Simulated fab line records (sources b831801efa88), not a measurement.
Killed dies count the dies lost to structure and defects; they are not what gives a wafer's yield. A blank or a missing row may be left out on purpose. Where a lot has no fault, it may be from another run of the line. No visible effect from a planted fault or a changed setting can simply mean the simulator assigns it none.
Chamber matching    flow sky130    SKY_LI_CONTACT_ETCH_15 on rieDiel-03 has 4 sister chambers
The step etches PSG in C4F8/O2/Ar, stops on Si, target depth 600 nm. 4 wafers are shown with their chamber, then 7 later ones without.

## WAFERS, EACH WITH ITS CHAMBER
wafer   chamber  oesProductAu (a.u.)
L455.6  0        0.830
L459.1  3        0.830
L466.2  2        0.833
L466.3  1        0.837

## WAFERS WITH NO CHAMBER GIVEN
wafer   oesProductAu (a.u.)
L466.6  0.825
L476.1  0.834
L476.4  0.830
L476.5  0.829
L475.1  0.845
L475.2  0.838
L475.4  0.837

## WHICH CHAMBER EACH WENT THROUGH
wafer   from the rows above                in truth
L466.6  can't be placed: 0 or 3 or 2 or 1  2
L476.1  can't be placed: 2 or 1 or 0 or 3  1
L476.4  can't be placed: 0 or 3 or 2 or 1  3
L476.5  can't be placed: 0 or 3 or 2 or 1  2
L475.1  can't be placed: 1 or 2 or 0 or 3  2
L475.2  can't be placed: 1 or 2 or 0 or 3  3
L475.4  can't be placed: 1 or 2 or 0 or 3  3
0 of 7 placed correctly. Cannot be placed on the basis of these rows: 7; the candidates contain the true chamber in 7. Wrongly placed: 0.
How it was worked out, from the rows above alone: a wafer's distance from a chamber is the root of the sum, over the readings, of the square of ((its reading less the chamber's mean) divided by the reading's scatter). The wafer belongs to the nearest chamber; if the next one is less than 2 further off, it can't be placed. Each chamber's mean is taken over the wafers shown for it. The scatter: root of mean squared gap, hidden wafer to nearest shown wafer, with one shown wafer a chamber.
